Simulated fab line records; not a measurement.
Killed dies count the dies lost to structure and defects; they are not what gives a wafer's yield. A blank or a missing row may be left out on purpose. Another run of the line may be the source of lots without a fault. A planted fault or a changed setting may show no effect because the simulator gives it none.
Chamber matching :: flow sky130 :: SKY_SONOS_ONO_ETCH_15 on rie_diel-02: 4 sister chambers
The step etches the open film in CHF3/O2, target depth 19.52 nm, time 7.8 s. 8 wafers are shown with their chamber, then 11 later ones without.

WAFERS, EACH WITH ITS CHAMBER
wafer: L079.6
chamber: 1
drypump_motor_current_A (A): 6.3
oes_product_au (a.u.): 0.997

wafer: L081.2
chamber: 1
drypump_motor_current_A (A): 6.4
oes_product_au (a.u.): 1.014

wafer: L086.1
chamber: 3
drypump_motor_current_A (A): 6.1
oes_product_au (a.u.): 0.993

wafer: L086.2
chamber: 0
drypump_motor_current_A (A): 4.8
oes_product_au (a.u.): 0.983

wafer: L087.1
chamber: 0
drypump_motor_current_A (A): 4.8
oes_product_au (a.u.): 0.976

wafer: L087.2
chamber: 2
drypump_motor_current_A (A): 5.7
oes_product_au (a.u.): 0.988

wafer: L087.3
chamber: 3
drypump_motor_current_A (A): 6.1
oes_product_au (a.u.): 1.010

wafer: L088.1
chamber: 2
drypump_motor_current_A (A): 5.7
oes_product_au (a.u.): 1.001

WAFERS WITH NO CHAMBER GIVEN
wafer: L088.3
drypump_motor_current_A (A): 4.8
oes_product_au (a.u.): 0.988

wafer: L088.6
drypump_motor_current_A (A): 5.7
oes_product_au (a.u.): 1.007

wafer: L092.1
drypump_motor_current_A (A): 6.4
oes_product_au (a.u.): 1.016

wafer: L092.2
drypump_motor_current_A (A): 5.7
oes_product_au (a.u.): 1.002

wafer: L092.3
drypump_motor_current_A (A): 6.1
oes_product_au (a.u.): 1.006

wafer: L095.1
drypump_motor_current_A (A): 5.7
oes_product_au (a.u.): 0.997

wafer: L095.2
drypump_motor_current_A (A): 6.1
oes_product_au (a.u.): 1.010

wafer: L095.5
drypump_motor_current_A (A): 5.7
oes_product_au (a.u.): 0.999

wafer: L097.4
drypump_motor_current_A (A): 5.7
oes_product_au (a.u.): 1.001

wafer: L097.5
drypump_motor_current_A (A): 4.8
oes_product_au (a.u.): 0.989

wafer: L097.6
drypump_motor_current_A (A): 6.1
oes_product_au (a.u.): 1.001

WHICH CHAMBER EACH ONE RAN IN
wafer: L088.3
from the rows above: 0
in truth: 0

wafer: L088.6
from the rows above: 2
in truth: 2

wafer: L092.1
from the rows above: 1
in truth: 1

wafer: L092.2
from the rows above: 2
in truth: 2

wafer: L092.3
from the rows above: 3
in truth: 3

wafer: L095.1
from the rows above: 2
in truth: 2

wafer: L095.2
from the rows above: 3
in truth: 3

wafer: L095.5
from the rows above: 2
in truth: 2

wafer: L097.4
from the rows above: 2
in truth: 2

wafer: L097.5
from the rows above: 0
in truth: 0

wafer: L097.6
from the rows above: 3
in truth: 3
11 of 11 placed correctly. Left unplaced by these rows: 0. Wrongly placed: 0.
How it was worked out, from the rows above alone: a wafer's distance from a chamber is the root of the sum, over the readings, of the square of ((its reading less the chamber's mean) divided by the reading's scatter). If the next closest chamber is less than 2 further off than the closest, the wafer can't be placed; otherwise it belongs to the closest. The mean given for a chamber averages the wafers shown for that chamber. How the scatter is found: for the shown wafers, subtract from each reading the mean of its chamber, square and add these, divide the total by (wafers less chambers), then take the root.
